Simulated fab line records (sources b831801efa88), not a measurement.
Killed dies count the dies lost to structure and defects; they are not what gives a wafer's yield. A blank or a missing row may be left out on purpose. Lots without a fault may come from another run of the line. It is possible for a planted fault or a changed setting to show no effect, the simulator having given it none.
Which tool did it? ; flow gf180mcu ; route of 602 steps, sampled at 1 step: 6 lots, 18 wafers

## WHAT EACH GAUGE READ, for each wafer
GF_V1_OVL_MEAS_15.
lot;measured;on;V1_OVL (nm)
L498;day 20 00:16;overlay-02;-1 -3 -3
L499;day 20 06:00;overlay-01;0 -5 2
L501;day 21 03:24;overlay-02;-4 -7 -3
L508;day 23 04:38;overlay-02;4 9 12
L511;day 24 03:05;overlay-01;6 -3 1
L515;day 25 17:31;overlay-02;-3 -10 1

## WHAT TOOL EACH LOT RAN ON (gives the tool, then ch and the chambers of the sampled wafers, and finally the start)
There is no process step in the record ahead of these readings.

## THE ANSWER, worked out from the rows above alone
Rule: the usual values come from the lots themselves. Put in order of their means at a reading, lots are off if they are a third of the lots or fewer, leave a main group of 4 or more, and stand apart from it by a gap of 3 or more times the standard deviation of the main group's means; of several such gaps the widest counts. If all means in a main group match to the digits the tables above print for the reading, that group is not used. Also off: a lot with no number at a reading for which 4 or more lots have one. The other lots that the step has rows for count as sound.
Off: at GF_V1_OVL_MEAS_15 (V1_OVL), L508. The main group: mean -2 nm, standard deviation 2.2.
A tool fits if, at a process step before that reading, it ran every lot that is off, and no sound lot after the first of them. Those tools and the gauges at GF_V1_OVL_MEAS_15 are tried in the same way. No candidate that was tried fits.

## WHAT THE SIMULATOR HAD PUT IN
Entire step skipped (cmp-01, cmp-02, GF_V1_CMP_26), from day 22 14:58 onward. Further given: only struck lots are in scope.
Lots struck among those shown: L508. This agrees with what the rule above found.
